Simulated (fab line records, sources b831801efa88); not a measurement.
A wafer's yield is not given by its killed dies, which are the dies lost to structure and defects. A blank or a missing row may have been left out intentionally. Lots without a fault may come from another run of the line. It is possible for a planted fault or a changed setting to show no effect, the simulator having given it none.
Comparing a struck lot with a sound one	flow gf180mcu	16 steps out of a route of 602
Sound: these wafers, L467.4, L467.5, L467.6. Wafers L476.2, L476.4, L476.6 were the ones struck. The cause is named last.
At each step with rows: each side's tool, then ch and its chambers, then its first start. Under that, the readings that differ: sound wafers	struck wafers	difference of the means	sigmas: that difference in standard deviations of wafers without a fault.
alike: readings whose means differ by less than 2 such deviations, and words and numbers that are the same on both sides. not compared: withheld readings, readings that some wafer has no value for, bounds like >300 that may hide the same value, and numbers for which the record gives no deviation and whose values overlap.
A row with sigmas, a row that says differs or no value, or rows on one side alone: a step with any of these is where the two part. When numbers do not overlap yet have no deviation, they are printed without sigmas and do not part them. A reading that every wafer of one side lacks parts them only if that side has two wafers or more.

first, 4 steps without rows for these wafers: GF_M3_SOFTBAKE_10 (time 60 s); GF_M3_EXPOSE_11 (exposes mask Metal3, target cd 280 nm); GF_M3_PEB_12 (peb time 90 s); GF_M3_DEVELOP_13 (develop time 60 s).
GF_M3_CD_MEAS_14: target cd 280 nm.
  sound on cd_sem-01, day 24 16:58; struck on cd_sem-02, day 27 20:14
  alike: cd_nm
GF_M3_OVL_MEAS_15:
  sound on overlay-01, day 24 17:03; struck on overlay-01, day 27 20:20
  alike: M3_OVL
GF_M3_METAL_ETCH_16: etches the open film in Cl2/BCl3, stops on SiO2, target depth 627.5 nm, time 104.6 s.
  sound on rie_metal-03 ch 0,1, day 24 17:06; struck on rie_metal-04 ch 0,1, day 27 20:22
  alike: chamber_pressure_mTorr, drypump_motor_current_A, oes_product_au, throttle_valve_pct
  not compared: rf_hours_counter_h
GF_M3_STRIP_17: strips in O2/N2.
  sound on plasma_asher-02 ch 0,1, day 24 17:13; struck on plasma_asher-04 ch 0,1, day 27 20:29
  alike: chamber_pressure_mTorr, drypump_motor_current_A, heater_power_w, o2_flow_sccm, oes_product_au, strip_time_to_endpoint_s
  not compared: rf_hours_counter_h
then, 3 steps without rows for these wafers: GF_M3_STRIP_18 (strips in post etch residue remover, time 1200 s); GF_M3_CLEAN_19 (cleans in DIW); GF_V3_CVD_00 (deposits SiO2, target thk 600 nm, time 100 s).
GF_V3_THK_MEAS_01:
  sound on film_metro-04, day 24 17:49; struck on film_metro-04, day 27 21:06
  alike: V3_CVD_00_THK
GF_V3_CVD_02: deposits SiO2 from TEOS, target thk 850 nm, time 94.851 s.
  sound on pecvd-03 ch 0,1,2, day 24 17:53; struck on pecvd-02 ch 0,1, day 27 21:09
reading	sound	struck	difference	sigmas
rf_fwd_power_W (W)	600.8 593.9 593.8	693.0 692.4 693.8	+96.9	+48
model.SiO2_of_V3_CVD_02.thk_nm (nm)	875.6 881.6 863.1	889.5 896.5 898.9	+21.5	
  alike: heater_power_outer_w, heater_power_w
GF_V3_THK_MEAS_03:
  sound on film_metro-03, day 24 17:56; struck on film_metro-04, day 27 21:14
  alike: V3_CVD_02_THK
GF_V3_CMP_04: polishes SiO2.
  sound on cmp-01 ch 2,3, day 24 17:58; struck on cmp-01 ch 0,1, day 27 21:17
  alike: motor_current_A, platen_rpm, time_to_endpoint_s
GF_PASSIVATION_PROBE_99:
  sound wafers here have rows in the record (prober-01, day 31 18:22); struck ones have none

== WHERE THEY PART ==
At GF_V3_CVD_02 first; at GF_PASSIVATION_PROBE_99 last (within this record only).

WHY: what had been put in by the simulator
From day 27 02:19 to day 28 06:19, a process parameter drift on pecvd-02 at GF_V3_CVD_02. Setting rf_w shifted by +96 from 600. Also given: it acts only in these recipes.
